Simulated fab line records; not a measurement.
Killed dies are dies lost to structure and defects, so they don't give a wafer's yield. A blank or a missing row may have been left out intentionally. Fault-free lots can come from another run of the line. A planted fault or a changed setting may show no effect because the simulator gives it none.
Comparing a struck lot with a sound one :: flow sky130 :: 17 out of 708 route steps
Sound: the wafers L667.1, L667.3, L667.4. The struck wafers were L686.2, L686.4, L686.5. The cause is named last.
For every step that has rows: the tool of each side, followed by ch and its chambers, followed by its first start. Under that, the readings that differ: sound wafers :: struck wafers :: difference of the means :: sigmas: that difference in standard deviations of wafers without a fault.
alike: words and numbers the same on both sides, and readings whose means are apart by under 2 such deviations; not compared: readings that were withheld, readings missing a value for some wafer, numbers with overlapping values and no deviation given by the record, and bounds like >300 which may hide the same value.
The two part at a step that has a row with sigmas, a row that says differs or no value, or rows on one side only. Non-overlapping numbers with no deviation appear without sigmas and do not part them. Lack of a reading on every wafer of one side parts them only where that side has two or more wafers.

first, 1 step without rows for these wafers: SKY_VT_ADJUST_LVTN_IMPLANT_19.
SKY_VT_ADJUST_LVTN_STRIP_20: strips in O2/N2.
  sound on plasmaAsher-01 ch 0,1, day 8 17:33; struck on plasmaAsher-04 ch 0,1, day 14 02:13
  alike: drypumpMotorCurrentA, oesProductAu, stripTimeToEndpointS
  not compared: rfHoursCounterH
SKY_VT_ADJUST_LVTN_TW_MEAS_21:
  struck on filmMetro-04, day 14 02:20; sound on filmMetro-01, day 8 17:39
  alike: VT_ADJUST_LVTN_2_TW
then, 7 steps without rows for these wafers: SKY_VT_ADJUST_NCORE_DEHYDRATE_00 (time 60 s); SKY_VT_ADJUST_NCORE_HMDS_01 (prime time 60 s); SKY_VT_ADJUST_NCORE_COAT_02 (resist thk 1140 nm); SKY_VT_ADJUST_NCORE_SOFTBAKE_03 (time 60 s); SKY_VT_ADJUST_NCORE_EXPOSE_04 (exposes mask LVTN COMPLEMENT THIN, target cd 380 nm); SKY_VT_ADJUST_NCORE_PEB_05; SKY_VT_ADJUST_NCORE_DEVELOP_06 (develop time 60 s).
SKY_VT_ADJUST_NCORE_CD_MEAS_07 targets a cd of 380 nm.
  struck on cdSem-02, day 15 05:47; sound on cdSem-01, day 9 15:29
  alike: cdNm
SKY_VT_ADJUST_NCORE_OVL_MEAS_08:
  struck on overlay-01, day 15 05:53; sound on overlay-02, day 9 15:37
  alike: VT_ADJUST_NCORE_OVL
SKY_VT_ADJUST_NCORE_IMPLANT_09:
  sound on implanter-01 ch 0, day 9 15:38; struck on implanter-02 ch 0, day 15 05:57
reading: doseIonsCm2
sound: 2.3986e+12 2.399e+12 2.3999e+12
struck: 2.6894e+12 2.6872e+12 2.6861e+12
difference: +2.8840e+11
sigmas: +99 or more

reading: faradayCurrentUA
sound: 13.5 13.3 13.5
struck: 15.1 14.9 15.0
difference: +1.6
sigmas: +5
SKY_VT_ADJUST_NCORE_STRIP_10: strips in O2/N2.
  sound on plasmaAsher-03 ch 0,1, day 9 15:47; struck on plasmaAsher-04 ch 0,1, day 15 06:04
  alike: drypumpMotorCurrentA, oesProductAu, stripTimeToEndpointS
  not compared: rfHoursCounterH
SKY_VT_ADJUST_NCORE_TW_MEAS_11:
  struck on filmMetro-01, day 15 06:11; sound on filmMetro-03, day 9 15:53
reading: VT_ADJUST_NCORE_TW
sound: 216.3 215.6 215.1
struck: 222.4 223.4 222.4
difference: +7.1
sigmas: +8
then, 1 step without rows for these wafers: SKY_VT_ADJUST_HVTR_DEHYDRATE_00 (time 60 s).
-- the record jumps here: 36 days lie between the struck wafers' starts before and after (it left off in module VT_ADJUST_HVTR and takes up again in module PAD_OPEN, whose first step shown is number 708 of the route) --
SKY_PAD_OPEN_PROBE_99:
  struck on prober-01, day 51 14:32; sound on prober-02, day 47 02:29
reading: model.etest.nfet_16v.rOnOhmUm
sound: 1.372e+04 1.384e+04 1.38e+04
struck: 1.423e+04 1.406e+04 1.421e+04
difference: +3.800e+02
sigmas: 

reading: model.etest.pfetG5v0d10v5.rOnOhmUm
sound: 4692 4682 4686
struck: 4586 4560 4573
difference: -114
sigmas: 

reading: model.etest.resPwellUnderGate.rsOhmSq
sound: 2272 2284 2274
struck: 2270 2244 2244
difference: -24
sigmas: 

reading: model.etest.pfetG5v0d10v5.driveUaUm
sound: 347.4 348.5 348.2
struck: 360.7 365.9 360.2
difference: +14.2
sigmas: 
  alike: killed_at_M0_to_M3, killed_at_M4_up, killedAtContacts, killedAtFrontEnd, killedAtOther, killedDies, killedOpen, killedShort
  not compared: model.etest.nfetG5v0d10v5.driveUaUm, model.etest.pfet_16v.driveUaUm, model.etest.nfet_16v.driveUaUm, model.etest.pfet_01v8_mvt.driveUaUm

## WHERE THEY PART
At SKY_VT_ADJUST_NCORE_IMPLANT_09 first; at SKY_VT_ADJUST_NCORE_TW_MEAS_11 last (within this record only). Later steps at which nothing parts them and some readings are alike: SKY_PAD_OPEN_PROBE_99.

WHY: what the simulator had put in
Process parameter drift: implanter-02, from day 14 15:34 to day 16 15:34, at SKY_VT_ADJUST_NCORE_IMPLANT_09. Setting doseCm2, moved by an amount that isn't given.
